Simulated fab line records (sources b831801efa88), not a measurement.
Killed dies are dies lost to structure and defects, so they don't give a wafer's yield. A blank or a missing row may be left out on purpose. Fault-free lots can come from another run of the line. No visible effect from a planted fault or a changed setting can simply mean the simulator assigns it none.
8D (eight disciplines) problem report, filled in by code -- flow sky130 -- the parts of the form that need people (team, actions taken, sign-off) are left out

## 1. WHAT IS WRONG
Wafers without a fault read 10.001 mTorr, standard deviation 0.012; chamber-pressure-mTorr at SKY_CAP2M_METAL_ETCH_13 reads a mean of 11.995 mTorr on 6 wafers belonging to 2 lots. So: +99 or more standard deviations from the usual mean.
The step: etches TiN in Cl2/BCl3, stops on SiO2, target depth 220 nm, time 62.9 s.
Seen first at day 43 13:47 on rie-metal-01, wafer L931.1. Wafers with a number at this step in the record: 36, from 12 lots. The rule behind "out" and "out of limits": a value lying over 4 standard deviations away from the usual mean. The other wafers with a number count as sound.

## 2. WHAT IT IS, WHAT IT ISN'T
question,is,is not
which readings at this step,chamber-pressure-mTorr,drypump-motor-current-A
which lots,"L931, L935","L924, L925, L926, L928, L930, L936, L937, L938, L942, L945"
which wafers of those lots,all that have a number,-
read on which tools,rie-metal-01,"rie-metal-02, rie-metal-03"
when,from day 43 13:47,"up to then (15 sound wafers); but 15 sound wafers of L936, L937, L938, L942, L945 came after"

## 3. WHAT RULES OUT EACH SUSPECT
Counting: a tool at any process step up to the reading remains a suspect when it ran all the lots that are out and ran no sound lot after the first of those.
- rie-metal-01 at SKY_CAP2M_METAL_ETCH_13 (etches TiN in Cl2/BCl3, stops on SiO2, target depth 220 nm, time 62.9 s): kept. Every lot that is out went through it, starting with L931 (day 43 13:47), and after that it ran no sound lot; the last sound lot it ran before then is L926 (day 41 19:10). Out on those wafers are its own readings of chamber-pressure-mTorr.
After counting, what remains is rie-metal-01 at SKY_CAP2M_METAL_ETCH_13.

## 4. THE CAUSE (what the simulator had put in)
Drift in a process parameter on rie-metal-01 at SKY_CAP2M_METAL_ETCH_13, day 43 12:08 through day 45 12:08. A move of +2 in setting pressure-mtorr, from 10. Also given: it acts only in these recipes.
After counting, this tool was the only one left.

## 5. THE CHAIN OF EFFECTS, in route order
Each row: a reading whose mean over the struck wafers that have a number lies more than 3 standard deviations from the usual. Scope: only readings with a usual standard deviation given in the record; hours: median across lots of the time from each lot's start at the first step in this table that gives one to its start at this step; sigmas: change in usual standard deviations.
hours,step,reading,usual,on struck wafers,change,sigmas
0,SKY_CAP2M_METAL_ETCH_13,chamber-pressure-mTorr,10.001 mTorr,11.995,+1.994,+99 or more
Here are the process steps it includes:
- SKY_CAP2M_METAL_ETCH_13: etches TiN in Cl2/BCl3, stops on SiO2, target depth 220 nm, time 62.9 s.

## 6. HOW IT WOULD HAVE BEEN CAUGHT EARLIER
First out-of-limits reading in this record: day 43 13:47, which is 2 hours after fault onset at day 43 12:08.
